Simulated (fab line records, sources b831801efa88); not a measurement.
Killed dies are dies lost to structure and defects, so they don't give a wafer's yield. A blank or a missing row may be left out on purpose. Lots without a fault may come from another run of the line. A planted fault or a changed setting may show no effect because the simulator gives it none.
One fault seen from 2 desks | flow sky130 | each desk has only its own numbers; what lay behind them comes last

THE METROLOGY DESK
What the gauges read, lot by lot, whatever tool the lot ran on: means of the sampled wafers that have a number. A lot is out of limits, marked OUT, if its mean lies more than 4 standard deviations from the usual mean; the brackets give that distance.
Columns: A = NWELL_00_OVL at SKY_NWELL_OVL_MEAS_10, usual 0.6 nm; B = METAL2_ALCU_RS at SKY_METAL2_RS_MEAS_05, usual 0.1258 ohm/sq; C = METAL2_ALCU_THK at SKY_METAL2_THK_MEAS_06, usual 251.9 nm
lot  | first seen here | A    | B                | C
L632 | day 5 00:09     | -0.2 | 0.1250           | 252.6
L631 | day 5 00:34     | -0.4 | 0.1251           | 252.6
L634 | day 5 08:42     | -0.5 | 0.1275           | 248.7
L635 | day 5 14:03     | -0.1 | 0.1270           | 249.2
L636 | day 5 14:30     | -0.6 | 0.1252           | 253.0
L637 | day 6 02:18     | -1.2 | 0.1261           | 250.6
L643 | day 7 10:59     | 1.0  | 0.1407 (+11) OUT | 229.5 (-7.7) OUT
L644 | day 7 16:48     | 2.0  | 0.1542 (+20) OUT | 212.1 (-14) OUT
L649 | day 8 19:03     | 0.6  | 0.1252           | 254.2
L651 | day 9 12:09     | 1.6  | 0.1284           | 248.4
L654 | day 10 00:08    | 0.2  | 0.1260           | 252.8
This desk's finding: out of limits on L643, L644; first on L643, day 38 00:49 (METAL2_ALCU_RS at SKY_METAL2_RS_MEAS_05). In limits: L632, L631, L634, L635, L636, L637, L649, L651, L654.

THE TOOL OWNER'S DESK: pvd_sputter-03
The tool's own readings at SKY_METAL2_SPUTTER_02 (material AlCu, target thk 250 nm, time 13.3 s): means of the sampled wafers that have a number, for each lot that ran on this tool. A lot is out of limits, marked OUT, if its mean lies more than 4 standard deviations from the usual mean; the brackets give that distance.
Columns: A = throttle_valve_pct at SKY_METAL2_SPUTTER_02, usual 29.9 %
lot  | first seen here | A
L631 | day 34 18:25    | 30.0
L632 | day 34 22:01    | 29.7
L643 | day 38 00:43    | 29.4
L644 | day 38 02:32    | 29.2
This desk's finding: nothing out of limits on any of the 4 lots.

PUT TOGETHER
The metrology desk could have raised an alarm at day 38 00:49, on L643, L644.
The tool owner's desk saw nothing out of limits.
The tool owner's desk has L643, L644 on record, within its limits.
Of the lots named, all ran SKY_METAL2_SPUTTER_02 on pvd_sputter-03.

WHAT THE SIMULATOR HAD PUT IN
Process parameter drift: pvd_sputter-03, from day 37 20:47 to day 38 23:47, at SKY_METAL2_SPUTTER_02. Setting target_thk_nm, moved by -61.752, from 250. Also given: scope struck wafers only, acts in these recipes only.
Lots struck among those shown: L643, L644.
Hours from the fault's start to each desk's first reading out of limits: the metrology desk, 4.
